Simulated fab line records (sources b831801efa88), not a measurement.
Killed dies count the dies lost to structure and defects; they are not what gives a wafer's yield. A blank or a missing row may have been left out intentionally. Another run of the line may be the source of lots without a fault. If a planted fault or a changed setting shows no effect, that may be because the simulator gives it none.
Struck lot and sound lot, side by side :: flow sky130 :: 35 out of 708 route steps
Sound: these wafers, L977.2, L977.5, L977.6. Wafers L980.4, L980.5, L980.6 were the ones struck. The cause comes at the end.
For every step that has rows: the tool of each side, followed by ch and its chambers, followed by its first start. Under that, the readings that differ: sound wafers :: struck wafers :: difference of the means :: sigmas: that difference in standard deviations of wafers without a fault.
alike: readings whose means differ by less than 2 such deviations, and words and numbers that are the same on both sides. not compared: withheld readings, readings that some wafer has no value for, bounds like >300 that may hide the same value, and numbers for which the record gives no deviation and whose values overlap.
Wherever a step has rows on one side only, a row that says differs or no value, or a row with sigmas, the two part there. Numbers that don't overlap but have no deviation are shown without sigmas and don't part them. A reading missing from all wafers of one side parts the sides only when that side holds two or more wafers.

first, 8 steps without rows for these wafers: SKY_VIA2_ETCH_14 (etches BARC in N2/H2, stops on SiO2, time 45.9 s, target depth 60 nm); SKY_VIA2_ETCH_15 (etches SiO2 in C4F8/O2/Ar, stops on TiN, target depth 546 nm, time 84 s); SKY_VIA2_STRIP_16 (strips in O2/N2); SKY_VIA2_STRIP_17 (strips in post etch residue remover, time 1200 s); SKY_VIA2_CLEAN_18 (cleans in IPA, time 180 s); SKY_VIA2_CLEAN_19 (cleans in O3/DIW); SKY_VIA2_SPUTTER_20 (material TiN, target thk 20 nm, time 80 s); SKY_VIA2_CVD_21 (deposits W, target thk 420 nm, time 126.4 s).
SKY_VIA2_CMP_24: polishes, stops on SiO2, t overpolish 20 s, target thk 0 nm.
  sound on cmp-01 ch 2,3, day 40 15:04; struck on cmp-01 ch 2,3, day 41 01:54
  alike: head pressure psi, motor current A, overpolish run s, retaining ring pressure frac, time to endpoint s
then, 25 steps without rows for these wafers: SKY_METAL3_SPUTTER_00 (material Ti, target thk 15 nm, time 10 s); SKY_METAL3_SPUTTER_01 (material TiN, target thk 20 nm, time 16.7 s); SKY_METAL3_SPUTTER_02 (material AlCu, target thk 735 nm, time 39.1 s); SKY_METAL3_SPUTTER_03 (material Ti, target thk 5 nm, time 3.3 s); SKY_METAL3_SPUTTER_04 (material TiN, target thk 70 nm, time 58.3 s); SKY_CAPM_CVD_00 (deposits SiO2, target thk 15.5 nm); SKY_CAPM_SPUTTER_02 (material TiN, target thk 200 nm, time 166.7 s); SKY_CAPM_DEHYDRATE_05 (time 60 s); SKY_CAPM_HMDS_06 (prime time 60 s); SKY_CAPM_COAT_07 (resist thk 1140 nm); SKY_CAPM_SOFTBAKE_08 (time 60 s); SKY_CAPM_EXPOSE_09 (exposes mask CAPM, target cd 1000 nm); SKY_CAPM_PEB_10; SKY_CAPM_DEVELOP_11 (develop time 60 s); SKY_CAPM_METAL_ETCH_13 (etches TiN in Cl2/BCl3, stops on SiO2, target depth 220 nm, time 62.9 s); SKY_CAPM_STRIP_14 (strips in O2/N2); SKY_CAPM_STRIP_15 (strips in post etch residue remover, time 1200 s); SKY_CAPM_CLEAN_16 (cleans in IPA, time 180 s); SKY_CAPM_CLEAN_17 (cleans in O3/DIW); SKY_METAL3_DEHYDRATE_05 (time 60 s); SKY_METAL3_HMDS_06 (prime time 60 s); SKY_METAL3_COAT_07 (resist thk 60 nm); SKY_METAL3_COAT_08 (resist thk 1140 nm); SKY_METAL3_SOFTBAKE_09 (time 90 s); SKY_METAL3_EXPOSE_10 (exposes mask MM3, target cd 300 nm).
-- the record jumps here: 8 days lie between the struck wafers' starts before and after (it left off in module METAL3 and takes up again in module PAD_OPEN, whose first step shown is number 708 of the route) --
SKY_PAD_OPEN_PROBE_99:
  sound: prober-02 at day 49 04:00; struck: prober-01 at day 49 13:33
reading: defect limited yield (%)
sound: 82.3 82.3 83.3
struck: 56.9 53.9 54.5
difference: -27.5
sigmas: -14

reading: killed_at_M0_to_M3
sound: 38 45 46
struck: 186 178 193
difference: +143
sigmas: +19

reading: killed dies
sound: 87 87 82
struck: 212 227 224
difference: +136
sigmas: +14

reading: killed on rim
sound: 13 15 19
struck: 38 41 43
difference: +25
sigmas: +6

reading: killed open
sound: 49 56 56
struck: 31 52 32
difference: -15
sigmas: -2

reading: sort_bin_3_pad_short (%)
sound: 1.2 0.6 0.4
struck: 4.3 4.5 3.3
difference: +3.3
sigmas: +9

reading: sort_bin_5_function (%)
sound: 10.6 10.8 8.7
struck: 23.8 26.6 27.6
difference: +16.0
sigmas: +11

reading: sort_bin_6_memory (%)
sound: 5.9 6.3 7.5
struck: 15.0 15.0 14.6
difference: +8.3
sigmas: +8

reading: sort n pass
sound: 405 405 410
struck: 280 265 268
difference: -136
sigmas: -14

reading: sort yield pct (%)
sound: 82.3 82.3 83.3
struck: 56.9 53.9 54.5
difference: -27.5
sigmas: -14

reading: model.etest.tester.sort n pass
sound: 405 405 410
struck: 280 265 268
difference: -136
sigmas: 

reading: model.etest.tester.sort yield pct (%)
sound: 82.32 82.32 83.33
struck: 56.91 53.86 54.47
difference: -27.58
sigmas: 

reading: model.etest.tester.sort_bin_5_pct (%)
sound: 10.57 10.77 8.74
struck: 23.78 26.63 27.64
difference: +15.99
sigmas: 

reading: model.etest.tester.sort_bin_6_pct (%)
sound: 5.894 6.301 7.52
struck: 15.04 15.04 14.63
difference: +8.33
sigmas: 

reading: model.etest.tester.sort_bin_3_pct (%)
sound: 1.22 0.6098 0.4065
struck: 4.268 4.472 3.252
difference: +3.252
sigmas: 
  alike: killed_at_M4_up, killed at contacts, killed at front end, killed at other, killed short

== WHERE THEY PART ==
Within this record, at SKY_PAD_OPEN_PROBE_99 only.

WHY: the cause the simulator had injected
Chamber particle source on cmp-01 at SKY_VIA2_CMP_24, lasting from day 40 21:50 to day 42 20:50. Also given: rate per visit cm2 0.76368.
